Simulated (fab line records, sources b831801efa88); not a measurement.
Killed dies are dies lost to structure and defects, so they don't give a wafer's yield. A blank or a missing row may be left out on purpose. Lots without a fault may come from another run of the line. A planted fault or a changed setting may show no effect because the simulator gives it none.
Problem report in the 8D (eight disciplines) form, filled by code | flow gf180mcu | the parts of the form that need people (team, actions taken, sign-off) are left out

1. THE PROBLEM
run_length_s at GF_POLY_GATE_SOFTBAKE_06 reads a mean of 98.86 s on 9 wafers of 3 lots; wafers without a fault read 89.06 s with a standard deviation of 0.15. That is +65 standard deviations from the usual mean.
The step: time 60 s.
First seen on wafer L209.3, day 10 19:00, on litho_track-02. The record holds 42 wafers of 14 lots with a number at this step. Rule for "out", or "out of limits": more than 4 standard deviations from the usual mean. The other wafers with a number count as sound.

2. WHAT IT IS AND WHAT IT IS NOT
question                    | is                     | is not
which readings at this step | run_length_s           | -
which lots                  | L209, L211, L212       | L203, L204, L207, L208, L210, L217, L220, L221, L222, L223, L224
which wafers of those lots  | all that have a number | -
read on which tools         | litho_track-02         | litho_track-03, litho_track-04
when                        | from day 10 19:00      | up to then (12 sound wafers); but 21 sound wafers of L210, L217, L220, L221, L222, L223, L224 came after

3. SUSPECTS, AND WHAT RULES EACH OUT
Counting: a tool at a process step up to the reading stays a suspect if it ran every lot that is out and no sound lot after the first of them.
- litho_track-02 at GF_POLY_GATE_SOFTBAKE_06 (time 60 s): ruled out as a lasting fault. Sound lots L222 ran on it after its first lot that is out, L209 (day 10 19:00).
Left after counting: nothing in the record.

4. THE CAUSE (what the simulator had put in)
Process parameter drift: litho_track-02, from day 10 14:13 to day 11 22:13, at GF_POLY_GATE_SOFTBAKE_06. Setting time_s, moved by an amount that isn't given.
Counting ruled it out, wrongly.

5. THE CHAIN OF EFFECTS, in route order
Each row: a reading whose mean over the struck wafers that have a number lies more than 3 standard deviations from the usual. Only readings for which the record gives a usual standard deviation are gone through. hours: the time from each lot's start at the first step in this table that gives one to its start at this step, as a median over the lots. sigmas: the change in usual standard deviations.
hours | step                     | reading      | usual   | on struck wafers | change | sigmas
0     | GF_POLY_GATE_SOFTBAKE_06 | run_length_s | 89.06 s | 98.86            | +9.80  | +65
The process steps in it:
- GF_POLY_GATE_SOFTBAKE_06: time 60 s.

6. WHAT WOULD HAVE CAUGHT IT SOONER
In this record the first reading out of limits was taken at day 10 19:00, 5 hours after the fault began at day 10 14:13.
